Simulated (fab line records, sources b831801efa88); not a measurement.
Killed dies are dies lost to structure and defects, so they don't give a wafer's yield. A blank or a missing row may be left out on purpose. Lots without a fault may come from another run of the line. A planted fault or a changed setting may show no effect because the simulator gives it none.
Chamber matching | flow sky130 | SKY_CONTACT_ETCH_16 on rie_diel-03: 4 sister chambers
The step etches BARC in N2/H2, stops on SiO2, time 45.9 s, target depth 60 nm. 14 wafers are shown with their chamber, then 7 later ones without.

WAFERS WITH THEIR CHAMBER
wafer  | chamber | drypump_motor_current_A (A) | bias_w (W) | throttle_valve_pct (%)
L232.1 | 2       | 6.3                         | 100.3      | 13.214
L232.2 | 3       | 4.8                         | 99.6       | 13.235
L232.5 | 1       | 6.0                         | 100.2      | 13.225
L233.1 | 2       | 6.3                         | 100.2      | 13.226
L233.2 | 0       | 5.5                         | 100.0      | 13.240
L233.4 | 1       | 6.1                         | 100.2      | 13.229
L234.1 | 3       | 4.8                         | 99.7       | 13.227
L234.3 | 2       | 6.4                         | 99.8       | 13.233
L234.5 | 3       | 4.8                         | 100.0      | 13.219
L235.1 | 1       | 5.9                         | 99.9       | 13.215
L235.4 | 3       | 4.8                         | 100.0      | 13.215
L235.5 | 0       | 5.5                         | 100.2      | 13.225
L236.2 | 1       | 6.0                         | 100.6      | 13.219
L236.5 | 2       | 6.3                         | 100.3      | 13.241

SIGNATURES (means of the wafers above)
reading                 | chamber 0 | chamber 1 | chamber 2 | chamber 3 | scatter within a chamber
drypump_motor_current_A | 5.500     | 6.000     | 6.325     | 4.800     | 0.0524
bias_w                  | 100.100   | 100.225   | 100.150   | 99.825    | 0.238
throttle_valve_pct      | 13.23250  | 13.22200  | 13.22850  | 13.22400  | 0.00926
Rule: a wafer's distance from a chamber is the root of the sum, over the readings, of the square of ((its reading less the chamber's mean) divided by the reading's scatter). The wafer belongs to the nearest chamber; if the next one is less than 2 further off, it can't be placed. The scatter: the root of (the sum of the squares of (reading less its chamber's mean) over the shown wafers, divided by (wafers less chambers)).

WAFERS WITHOUT THEIR CHAMBER
wafer  | drypump_motor_current_A (A) | bias_w (W) | throttle_valve_pct (%)
L236.6 | 4.8                         | 99.9       | 13.235
L241.1 | 6.3                         | 100.0      | 13.235
L241.2 | 5.5                         | 99.9       | 13.226
L241.3 | 4.8                         | 99.7       | 13.225
L247.1 | 4.8                         | 99.6       | 13.217
L247.4 | 6.3                         | 100.2      | 13.228
L247.6 | 5.5                         | 100.3      | 13.241

WHICH CHAMBER EACH WENT THROUGH
wafer  | from the rows above | in truth
L236.6 | 3                   | 3
L241.1 | 2                   | 2
L241.2 | 0                   | 0
L241.3 | 3                   | 3
L247.1 | 3                   | 3
L247.4 | 2                   | 2
L247.6 | 0                   | 0
Placed correctly: 7 of 7. Can't be placed from these rows: 0. Placed wrongly: 0.
